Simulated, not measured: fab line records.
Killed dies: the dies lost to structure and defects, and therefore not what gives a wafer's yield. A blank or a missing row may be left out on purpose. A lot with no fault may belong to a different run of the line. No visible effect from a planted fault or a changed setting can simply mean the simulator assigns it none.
Which tool did it? || flow gf180mcu || 14 lots with 41 wafers sampled at 3 steps, on a route of 602 steps

== WHAT THE GAUGES READ, wafer by wafer ==
GF_V5_OVL_MEAS_15.
{"lot": "L817", "measured": "day 27 05:44", "on": "overlay-01", "V5_OVL (nm)": "-3 1"}
{"lot": "L818", "measured": "day 27 14:23", "on": "overlay-01", "V5_OVL (nm)": "-5 -5 -3"}
{"lot": "L819", "measured": "day 27 23:14", "on": "overlay-01", "V5_OVL (nm)": "-11 -10 -8"}
{"lot": "L820", "measured": "day 28 04:41", "on": "overlay-02", "V5_OVL (nm)": "14 0 2"}
{"lot": "L822", "measured": "day 28 18:11", "on": "overlay-02", "V5_OVL (nm)": "3 -1 10"}
{"lot": "L823", "measured": "day 29 05:41", "on": "overlay-01", "V5_OVL (nm)": "1 -3 -2"}
{"lot": "L824", "measured": "day 29 18:35", "on": "overlay-02", "V5_OVL (nm)": "0 -3 -6"}
{"lot": "L826", "measured": "day 30 01:07", "on": "overlay-01", "V5_OVL (nm)": "-1 -5 7"}
{"lot": "L827", "measured": "day 30 09:56", "on": "overlay-01", "V5_OVL (nm)": "-2 -1 -7"}
{"lot": "L828", "measured": "day 30 18:31", "on": "overlay-01", "V5_OVL (nm)": "-2 -3 -4"}
{"lot": "L831", "measured": "day 31 10:58", "on": "overlay-01", "V5_OVL (nm)": "-5 -2 0"}
{"lot": "L835", "measured": "day 32 08:17", "on": "overlay-01", "V5_OVL (nm)": "-2 1 -4"}
{"lot": "L836", "measured": "day 32 14:28", "on": "overlay-02", "V5_OVL (nm)": "4 2 9"}
{"lot": "L840", "measured": "day 33 12:47", "on": "overlay-01", "V5_OVL (nm)": "-6 -4 3"}

== TOOL THAT RAN EACH LOT (tool first, then ch and the chambers of the sampled wafers, then the start) ==
{"lot": "L817", "GF_STI_CMP_25": "cmp-01 ch 2,3, day 2 03:34", "GF_MIM_SPUTTER_04": "pvd sputter-04, day 24 12:19"}
{"lot": "L818", "GF_STI_CMP_25": "cmp-01 ch 0,1,2, day 2 09:36", "GF_MIM_SPUTTER_04": "pvd sputter-04, day 24 20:53"}
{"lot": "L819", "GF_STI_CMP_25": "cmp-01 ch 1,2,3, day 2 14:50", "GF_MIM_SPUTTER_04": "pvd sputter-02, day 25 07:10"}
{"lot": "L820", "GF_STI_CMP_25": "cmp-01 ch 1,3, day 2 18:52", "GF_MIM_SPUTTER_04": "pvd sputter-04, day 25 13:00"}
{"lot": "L822", "GF_STI_CMP_25": "cmp-01 ch 0,1,2, day 3 05:43", "GF_MIM_SPUTTER_04": "pvd sputter-01, day 26 04:40"}
{"lot": "L823", "GF_STI_CMP_25": "cmp-01 ch 1,2, day 3 11:43", "GF_MIM_SPUTTER_04": "pvd sputter-02, day 26 16:24"}
{"lot": "L824", "GF_STI_CMP_25": "cmp-01 ch 0,1, day 3 16:47", "GF_MIM_SPUTTER_04": "pvd sputter-02, day 27 05:47"}
{"lot": "L826", "GF_STI_CMP_25": "cmp-01 ch 0,1,2, day 4 02:43", "GF_MIM_SPUTTER_04": "pvd sputter-04, day 27 12:43"}
{"lot": "L827", "GF_STI_CMP_25": "cmp-01 ch 0,2, day 4 07:43", "GF_MIM_SPUTTER_04": "pvd sputter-02, day 27 22:44"}
{"lot": "L828", "GF_STI_CMP_25": "cmp-01 ch 0,1,2, day 4 13:14", "GF_MIM_SPUTTER_04": "pvd sputter-01, day 28 09:33"}
{"lot": "L831", "GF_STI_CMP_25": "cmp-02 ch 2,3, day 5 04:08", "GF_MIM_SPUTTER_04": "pvd sputter-04, day 29 01:59"}
{"lot": "L835", "GF_STI_CMP_25": "cmp-02 ch 0,3, day 6 00:40", "GF_MIM_SPUTTER_04": "pvd sputter-01, day 30 02:24"}
{"lot": "L836", "GF_STI_CMP_25": "cmp-02 ch 0,1,3, day 6 05:40", "GF_MIM_SPUTTER_04": "pvd sputter-04, day 30 09:16"}
{"lot": "L840", "GF_STI_CMP_25": "cmp-01 ch 1,2, day 7 01:37", "GF_MIM_SPUTTER_04": "pvd sputter-04, day 31 09:14"}
- GF_STI_CMP_25: polishes, stops on Si3N4, t overpolish 33 s, target thk 524.6 nm.
- GF_MIM_SPUTTER_04: material TiN, target thk 50 nm, time 41.7 s.

== AS READ BY THE TOOLS THEMSELVES (means over the sampled wafers that have a number; for cases with no such wafer, the mark the record gives instead) ==
GF_STI_CMP_25.
{"lot": "L817", "tool": "cmp-01", "edge zone pressure frac": 1.000, "motor current A (A)": 12.6, "overpolish run s (s)": 33.004, "time to endpoint s (s)": 116}
{"lot": "L818", "tool": "cmp-01", "edge zone pressure frac": 1.002, "motor current A (A)": 12.4, "overpolish run s (s)": 33.000, "time to endpoint s (s)": 121}
{"lot": "L819", "tool": "cmp-01", "edge zone pressure frac": 1.000, "motor current A (A)": 12.7, "overpolish run s (s)": 32.999, "time to endpoint s (s)": 122}
{"lot": "L820", "tool": "cmp-01", "edge zone pressure frac": 1.004, "motor current A (A)": 11.9, "overpolish run s (s)": 32.999, "time to endpoint s (s)": 122}
{"lot": "L822", "tool": "cmp-01", "edge zone pressure frac": 0.997, "motor current A (A)": 12.3, "overpolish run s (s)": 32.997, "time to endpoint s (s)": 118}
{"lot": "L823", "tool": "cmp-01", "edge zone pressure frac": 0.998, "motor current A (A)": 13.1, "overpolish run s (s)": 33.005, "time to endpoint s (s)": 119}
{"lot": "L824", "tool": "cmp-01", "edge zone pressure frac": 1.003, "motor current A (A)": 11.6, "overpolish run s (s)": 32.995, "time to endpoint s (s)": 121}
{"lot": "L826", "tool": "cmp-01", "edge zone pressure frac": 0.993, "motor current A (A)": 12.1, "overpolish run s (s)": 32.996, "time to endpoint s (s)": 118}
{"lot": "L827", "tool": "cmp-01", "edge zone pressure frac": 1.003, "motor current A (A)": 11.5, "overpolish run s (s)": 32.996, "time to endpoint s (s)": 116}
{"lot": "L828", "tool": "cmp-01", "edge zone pressure frac": 0.995, "motor current A (A)": 12.2, "overpolish run s (s)": 32.993, "time to endpoint s (s)": 122}
{"lot": "L831", "tool": "cmp-02", "edge zone pressure frac": 1.008, "motor current A (A)": 12.2, "overpolish run s (s)": 33.008, "time to endpoint s (s)": 125}
{"lot": "L835", "tool": "cmp-02", "edge zone pressure frac": 1.003, "motor current A (A)": 12.4, "overpolish run s (s)": 33.001, "time to endpoint s (s)": 120}
{"lot": "L836", "tool": "cmp-02", "edge zone pressure frac": 0.995, "motor current A (A)": 11.5, "overpolish run s (s)": 33.005, "time to endpoint s (s)": 120}
{"lot": "L840", "tool": "cmp-01", "edge zone pressure frac": 1.003, "motor current A (A)": 12.9, "overpolish run s (s)": 32.990, "time to endpoint s (s)": 116}

GF_MIM_SPUTTER_04.
{"lot": "L817", "tool": "pvd sputter-04", "throttle valve pct (%)": 30.3}
{"lot": "L818", "tool": "pvd sputter-04", "throttle valve pct (%)": 31.2}
{"lot": "L819", "tool": "pvd sputter-02", "throttle valve pct (%)": 29.4}
{"lot": "L820", "tool": "pvd sputter-04", "throttle valve pct (%)": 31.9}
{"lot": "L822", "tool": "pvd sputter-01", "throttle valve pct (%)": 27.7}
{"lot": "L823", "tool": "pvd sputter-02", "throttle valve pct (%)": 29.2}
{"lot": "L824", "tool": "pvd sputter-02", "throttle valve pct (%)": 29.1}
{"lot": "L826", "tool": "pvd sputter-04", "throttle valve pct (%)": 31.2}
{"lot": "L827", "tool": "pvd sputter-02", "throttle valve pct (%)": 29.7}
{"lot": "L828", "tool": "pvd sputter-01", "throttle valve pct (%)": 30.6}
{"lot": "L831", "tool": "pvd sputter-04", "throttle valve pct (%)": 31.9}
{"lot": "L835", "tool": "pvd sputter-01", "throttle valve pct (%)": 29.8}
{"lot": "L836", "tool": "pvd sputter-04", "throttle valve pct (%)": 31.0}
{"lot": "L840", "tool": "pvd sputter-04", "throttle valve pct (%)": 31.2}

== THE ANSWER, worked out from the rows above alone ==
Rule: what is usual is taken from the lots themselves. Put in order of their means at a reading, lots are off if they are a third of the lots or fewer, leave a main group of 4 or more, and stand apart from it by a gap of 3 or more times the standard deviation of the main group's means; of several such gaps the widest counts. The tables above print the reading to a certain number of digits; a main group whose means all agree to those digits is not used. Also off: a lot with no number at a reading for which 4 or more lots have one. All remaining lots with rows at the step are treated as sound. Order of review: gauges by route order, followed by the tools' own readings, for which a lot's mean as printed above is used. The first step at which some lot is off is used, and at that step the reading that is off furthest; a lot without a number counts as furthest.
None of the lots is off at any reading shown; this tells nothing.

== WHAT WAS PUT IN BY THE SIMULATOR ==
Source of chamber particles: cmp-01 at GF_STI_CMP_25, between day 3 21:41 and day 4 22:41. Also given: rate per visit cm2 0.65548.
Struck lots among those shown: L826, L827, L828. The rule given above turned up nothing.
